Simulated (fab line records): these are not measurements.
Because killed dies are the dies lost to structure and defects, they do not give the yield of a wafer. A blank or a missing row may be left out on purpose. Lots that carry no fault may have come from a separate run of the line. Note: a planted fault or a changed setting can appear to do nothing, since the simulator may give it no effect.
Which tool was responsible? | flow sky130 | Sampling: 13 lots, 39 wafers, 4 of 708 route steps

## WHAT EACH GAUGE READ, for each wafer
SKY_VT_ADJUST_HVTR_TW_MEAS_11. Usual: for VT_ADJUST_HVTR_TW the level is 211.8 and the standard deviation is 1.4.
lot  | measured     | on            | VT_ADJUST_HVTR_TW | flag
L987 | day 9 17:43  | film-metro-02 | 208.9 208.4 210.9 |
L988 | day 9 21:25  | film-metro-04 | 214.4 212.1 214.4 |
L989 | day 10 07:26 | film-metro-04 | 211.7 212.7 212.1 |
L991 | day 11 01:19 | film-metro-04 | 210.7 213.7 212.3 |
L999 | day 13 10:55 | film-metro-04 | 212.5 213.8 213.1 |
L100 | day 13 13:46 | film-metro-04 | 214.3 211.9 211.8 |
L101 | day 13 22:17 | film-metro-03 | 211.2 211.9 211.8 |
L104 | day 14 20:54 | film-metro-03 | 212.5 212.4 212.0 |
L105 | day 15 03:37 | film-metro-02 | 209.0 210.5 209.5 |
L106 | day 15 12:24 | film-metro-04 | 212.5 212.7 211.0 |
L107 | day 15 23:37 | film-metro-03 | 210.0 212.2 213.1 |
L108 | day 16 02:20 | film-metro-03 | 213.5 211.4 211.8 |
L109 | day 16 09:23 | film-metro-04 | 213.4 212.9 211.9 |

SKY_GATE_OXIDE_TW_MEAS_14. Usual: for GATE_OXIDE_TW the level is 224.5 and the standard deviation is 1.9.
lot  | measured     | on            | GATE_OXIDE_TW     | flag
L987 | day 14 06:00 | film-metro-04 | 227.4 226.0 226.7 |
L988 | day 14 12:26 | film-metro-03 | 227.8 226.3 226.7 |
L989 | day 14 20:15 | film-metro-02 | 223.2 223.8 223.7 |
L991 | day 15 19:23 | film-metro-04 | 225.7 225.3 226.1 |
L999 | day 18 12:10 | film-metro-04 | 225.6 225.7 225.9 |
L100 | day 18 14:58 | film-metro-02 | 223.6 222.8 223.6 |
L101 | day 19 00:13 | film-metro-04 | 227.2 225.8 226.9 |
L104 | day 20 02:04 | film-metro-02 | 222.2 222.2 222.2 |
L105 | day 20 11:11 | film-metro-04 | 224.5 226.4 225.7 |
L106 | day 20 17:40 | film-metro-02 | 222.4 221.8 221.8 |
L107 | day 21 05:59 | film-metro-04 | 226.0 226.3 227.4 |
L108 | day 21 12:03 | film-metro-02 | 222.1 222.2 223.4 |
L109 | day 21 17:50 | film-metro-04 | 226.1 226.4 226.9 |

## WHAT TOOL EACH LOT RAN ON (gives the tool, then ch and the chambers of the sampled wafers, and finally the start)
lot  | SKY_VT_ADJUST_HVTR_STRIP_10          | SKY_GATE_OXIDE_EXPOSE_07
L987 | plasma-asher-01 ch 0,1, day 9 17:37  | iline-stepper-02 ch 0, day 13 16:59
L988 | plasma-asher-02 ch 1, day 9 21:19    | iline-stepper-02 ch 0, day 13 22:36
L989 | plasma-asher-02 ch 0,1, day 10 07:20 | iline-stepper-02 ch 0, day 14 06:44
L991 | plasma-asher-01 ch 0,1, day 11 01:13 | iline-stepper-01 ch 0, day 15 05:27
L999 | plasma-asher-01 ch 0,1, day 13 10:49 | iline-stepper-01 ch 0, day 17 20:49
L100 | plasma-asher-04 ch 0,1, day 13 13:40 | iline-stepper-01 ch 0, day 18 00:08
L101 | plasma-asher-02 ch 1, day 13 22:10   | iline-stepper-02 ch 0, day 18 09:09
L104 | plasma-asher-04 ch 0,1, day 14 20:47 | iline-stepper-01 ch 0, day 19 10:28
L105 | plasma-asher-01 ch 0,1, day 15 03:31 | iline-stepper-01 ch 0, day 19 19:49
L106 | plasma-asher-01 ch 0,1, day 15 12:17 | iline-stepper-02 ch 0, day 20 02:09
L107 | plasma-asher-04 ch 0,1, day 15 23:31 | iline-stepper-01 ch 0, day 20 14:32
L108 | plasma-asher-01 ch 0, day 16 02:13   | iline-stepper-02 ch 0, day 20 20:09
L109 | plasma-asher-04 ch 0,1, day 16 09:18 | iline-stepper-01 ch 0, day 21 02:17
- SKY_VT_ADJUST_HVTR_STRIP_10: strips in O2/N2.
- SKY_GATE_OXIDE_EXPOSE_07: exposes mask LVOM, target cd 600 nm.

## AS READ BY THE TOOLS THEMSELVES (means over the sampled wafers that have a number; for cases with no such wafer, the mark the record gives instead)
SKY_VT_ADJUST_HVTR_STRIP_10. Usual: drypump-motor-current-A 5.33 A, standard deviation 0.16; oes-product-au 0.716 a.u., standard deviation 0.0048; strip-time-to-endpoint-s 14.15 s, standard deviation 0.043.
lot  | tool            | drypump-motor-current-A (A) | oes-product-au (a.u.) | strip-time-to-endpoint-s (s) | flag
L987 | plasma-asher-01 | 5.30                        | 0.714                 | 14.12                        |
L988 | plasma-asher-02 | 5.39                        | 0.721                 | 14.12                        |
L989 | plasma-asher-02 | 5.48                        | 0.715                 | 14.16                        |
L991 | plasma-asher-01 | 5.29                        | 0.719                 | 14.11                        |
L999 | plasma-asher-01 | 5.28                        | 0.713                 | 14.22                        |
L100 | plasma-asher-04 | 5.20                        | 0.717                 | 14.19                        |
L101 | plasma-asher-02 | 5.38                        | 0.718                 | 14.15                        |
L104 | plasma-asher-04 | 5.21                        | 0.716                 | 14.19                        |
L105 | plasma-asher-01 | 5.29                        | 0.713                 | 14.13                        |
L106 | plasma-asher-01 | 5.25                        | 0.717                 | 14.12                        |
L107 | plasma-asher-04 | 5.17                        | 0.715                 | 14.13                        |
L108 | plasma-asher-01 | 5.25                        | 0.714                 | 14.16                        |
L109 | plasma-asher-04 | 5.18                        | 0.719                 | 14.11                        |

## THE ANSWER, worked out from the rows above alone
Rule: take the mean of a lot's wafers that have a number; if it is more than 3 standard deviations from the usual mean, the lot is off. A lot without any number at a reading at which 4 lots or more have one is off too. The other lots that the step has rows for count as sound. First the gauges in route order, then the tools' own readings, where a lot's mean is used as printed above. At the first step where some lot is off, the reading lying furthest off is the one used; lots without a number count as furthest.
No lot is off at any reading shown: from this, nothing can be told.

## WHAT THE SIMULATOR HAD PUT IN
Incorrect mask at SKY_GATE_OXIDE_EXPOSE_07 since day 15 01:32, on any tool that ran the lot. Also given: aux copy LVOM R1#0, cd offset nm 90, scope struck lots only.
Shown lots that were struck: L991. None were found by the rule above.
